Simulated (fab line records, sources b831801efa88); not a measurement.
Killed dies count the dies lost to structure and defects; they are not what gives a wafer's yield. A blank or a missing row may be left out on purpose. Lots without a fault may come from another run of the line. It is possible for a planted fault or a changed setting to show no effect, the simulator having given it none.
Check for tools in common | flow gf180mcu | 13 lots and 45 wafers in the sample

## THE REASON FOR OPENING IT
Of 13 lots, 2 have the reading HV_LDD_03_OVL flagged at GF_HV_LDD_OVL_MEAS_47. Wafers without a fault read -1.0 nm, standard deviation 1.3.
Rule: flag the lot when none of its wafers has a number, or when each of its wafers that has one lies beyond 4 standard deviations from that mean. All remaining lots are regarded as sound.

lot  | measured     | on         | HV_LDD_03_OVL (nm), wafer by wafer  | flag
L399 | day 12 08:19 | overlay-01 | -3.5 -2.1 -1.8                      |
L401 | day 12 23:40 | overlay-02 | -0.4 0.3 0.1                        |
L402 | day 13 04:02 | overlay-02 | -0.3 -2.3 -1.0                      |
L403 | day 13 14:13 | overlay-02 | -0.9 -0.5 -0.8                      |
L405 | day 14 09:16 | overlay-02 | 1.0 2.6 -2.4                        |
L409 | day 16 00:31 | overlay-01 | 259.4 256.7 258.8 259.1 256.5 258.6 | FLAGGED
L411 | day 16 08:13 | overlay-02 | 257.5 259.3 258.4 256.3 258.5 257.5 | FLAGGED
L412 | day 16 15:56 | overlay-01 | -1.2 -2.8 -2.4                      |
L415 | day 17 15:37 | overlay-02 | -2.2 -2.5 -2.8                      |
L416 | day 17 21:19 | overlay-01 | -0.6 -1.2 -1.2                      |
L418 | day 18 19:43 | overlay-01 | -0.9 2.2 -1.5                       |
L419 | day 19 05:13 | overlay-01 | -1.2 0.4 -0.5                       |
L421 | day 19 22:52 | overlay-01 | -3.3 0.0 -1.6                       |
The numbers of the flagged lots are 258.1 nm on average: +259.1 nm against the usual, or +99 or more standard deviations.

## EACH LOT AND THE TOOL IT RAN ON
The record keeps 1 process step preceding the reading, out of 602 steps on the route. In each cell: the tool, then ch and the chambers that the sampled wafers went through, then the start.
lot  | flag    | GF_HV_LDD_EXPOSE_43
L399 |         | iline-stepper-01 ch 0, day 11 22:47
L401 |         | iline-stepper-01 ch 0, day 12 13:32
L402 |         | iline-stepper-01 ch 0, day 12 18:22
L403 |         | iline-stepper-02 ch 0, day 13 04:37
L405 |         | iline-stepper-02 ch 0, day 13 23:12
L409 | FLAGGED | iline-stepper-02 ch 0, day 15 13:44
L411 | FLAGGED | iline-stepper-02 ch 0, day 15 21:41
L412 |         | iline-stepper-01 ch 0, day 16 05:09
L415 |         | iline-stepper-01 ch 0, day 17 04:49
L416 |         | iline-stepper-01 ch 0, day 17 10:05
L418 |         | iline-stepper-01 ch 0, day 18 08:11
L419 |         | iline-stepper-01 ch 0, day 18 16:46
L421 |         | iline-stepper-01 ch 0, day 19 10:28
What these steps do:
- GF_HV_LDD_EXPOSE_43: exposes mask Pplus HV AREA, target cd 400 nm.
- GF_HV_LDD_OVL_MEAS_47

## FLAGGED OVER TOTAL, TOOL BY TOOL (the gauges that took the reading come last)
step                  | tool             | lots run | flagged | share of the flagged lots | sound lots run after its first flagged lot
GF_HV_LDD_EXPOSE_43   | iline-stepper-01 | 9        | 0       | none                      | -
GF_HV_LDD_EXPOSE_43   | iline-stepper-02 | 4        | 2       | all                       | 0
GF_HV_LDD_OVL_MEAS_47 | overlay-01       | 7        | 1       | some                      | 5 (L412,L416,L418,L419,L421)
GF_HV_LDD_OVL_MEAS_47 | overlay-02       | 6        | 1       | some                      | 1 (L415)

## WHAT IS ALLOWED BY THE TABLE
In the table, 1 row covers all flagged lots: iline-stepper-02 at GF_HV_LDD_EXPOSE_43.
- iline-stepper-02 at GF_HV_LDD_EXPOSE_43: 2 of its 4 lots flagged. Last sound lot L405 at day 13 23:12, first flagged lot L409 at day 15 13:44; a fault beginning in between fits.
Just one tool remains: iline-stepper-02 at GF_HV_LDD_EXPOSE_43.

## WHAT THE SIMULATOR PUT IN
Scanner matching overlay: iline-stepper-02, from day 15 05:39 on, at GF_HV_LDD_EXPOSE_43. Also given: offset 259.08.
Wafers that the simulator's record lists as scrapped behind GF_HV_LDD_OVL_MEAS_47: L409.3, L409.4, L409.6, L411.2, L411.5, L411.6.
Lots struck among those shown: L409, L411. The rule given above showed the same thing.
